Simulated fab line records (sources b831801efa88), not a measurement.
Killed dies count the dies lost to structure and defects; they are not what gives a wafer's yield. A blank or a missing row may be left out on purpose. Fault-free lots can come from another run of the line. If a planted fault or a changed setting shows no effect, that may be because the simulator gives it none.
Check for tools in common	flow sky130	Sample size 14 lots and 42 wafers

WHY IT WAS OPENED
SKY_METAL1_THK_MEAS_06, reading METAL1_ALCU_THK: flagged on 2 of 14 lots. Wafers without a fault read 251.1 nm, standard deviation 3.
Rule: flag the lot when none of its wafers has a number, or when each of its wafers that has one lies beyond 4 standard deviations from that mean. The rest of the lots are taken to be sound.

lot	measured	on	METAL1_ALCU_THK (nm), wafer by wafer	flag
L217	day 33 02:14	filmMetro-04	249.1 250.9 250.4	
L218	day 33 08:35	filmMetro-04	249.8 253.0 251.4	
L219	day 34 03:58	filmMetro-01	250.8 248.8 251.7	
L220	day 34 09:55	filmMetro-01	252.6 254.7 251.7	
L221	day 34 18:05	filmMetro-03	256.0 252.9 250.4	
L222	day 34 19:52	filmMetro-01	252.8 249.2 250.8	
L223	day 35 11:35	filmMetro-04	249.7 250.7 247.7	
L224	day 35 13:37	filmMetro-04	251.2 254.6 251.9	
L225	day 35 15:31	filmMetro-04	250.4 249.6 249.7	
L226	day 35 21:43	filmMetro-03	253.4 258.6 257.3	
L227	day 36 11:54	filmMetro-01	243.5 246.5 248.8	
L230	day 36 19:58	filmMetro-01	286.0 287.3 287.4	FLAGGED
L231	day 37 07:53	filmMetro-01	287.0 290.0 286.7	FLAGGED
L234	day 38 01:23	filmMetro-01	251.7 251.0 252.3	
Average over the flagged lots: 287.4 nm; offset from the usual +36.3 nm, equal to +12 standard deviations.

WHICH TOOL EACH LOT WENT THROUGH
The record holds 1 process step before the reading, out of a route of 708 steps. Every cell lists first the tool, next ch and the chambers used by the sampled wafers, and last the start.
lot	flag	SKY_METAL1_SPUTTER_04
L217		pvdSputter-04, day 33 02:04
L218		pvdSputter-01, day 33 08:23
L219		pvdSputter-02, day 34 03:48
L220		pvdSputter-04, day 34 09:45
L221		pvdSputter-02, day 34 17:55
L222		pvdSputter-04, day 34 19:43
L223		pvdSputter-01, day 35 11:26
L224		pvdSputter-01, day 35 13:27
L225		pvdSputter-04, day 35 15:21
L226		pvdSputter-02, day 35 21:32
L227		pvdSputter-01, day 36 11:42
L230	FLAGGED	pvdSputter-04, day 36 19:47
L231	FLAGGED	pvdSputter-02, day 37 07:43
L234		pvdSputter-04, day 38 01:14
These steps, and what they do:
- SKY_METAL1_SPUTTER_04: material TiN, target thk 70 nm, time 58.3 s.
- SKY_METAL1_THK_MEAS_06: measures by xrf.

FLAGGED AGAINST TOTAL, ONE TOOL AT A TIME (gauges that did the reading follow at the end)
step	tool	lots run	flagged	share of the flagged lots	sound lots run after its first flagged lot
SKY_METAL1_SPUTTER_04	pvdSputter-01	4	0	none	-
SKY_METAL1_SPUTTER_04	pvdSputter-02	4	1	some	0
SKY_METAL1_SPUTTER_04	pvdSputter-04	6	1	some	1 (L234)
SKY_METAL1_THK_MEAS_06	filmMetro-01	7	2	all	1 (L234)
SKY_METAL1_THK_MEAS_06	filmMetro-03	2	0	none	-
SKY_METAL1_THK_MEAS_06	filmMetro-04	5	0	none	-

WHAT THE TABLE PERMITS
Rows of the table that ran each flagged lot: 1, that is filmMetro-01 at SKY_METAL1_THK_MEAS_06.
- filmMetro-01 at SKY_METAL1_THK_MEAS_06: 2 of its 7 lots flagged. Sound lots ran on it after the first flagged one (L234), which a lasting fault on the whole tool wouldn't allow.
Every row of the table either missed a flagged lot or ran a sound lot after the first.

WHAT WAS PUT IN BY THE SIMULATOR
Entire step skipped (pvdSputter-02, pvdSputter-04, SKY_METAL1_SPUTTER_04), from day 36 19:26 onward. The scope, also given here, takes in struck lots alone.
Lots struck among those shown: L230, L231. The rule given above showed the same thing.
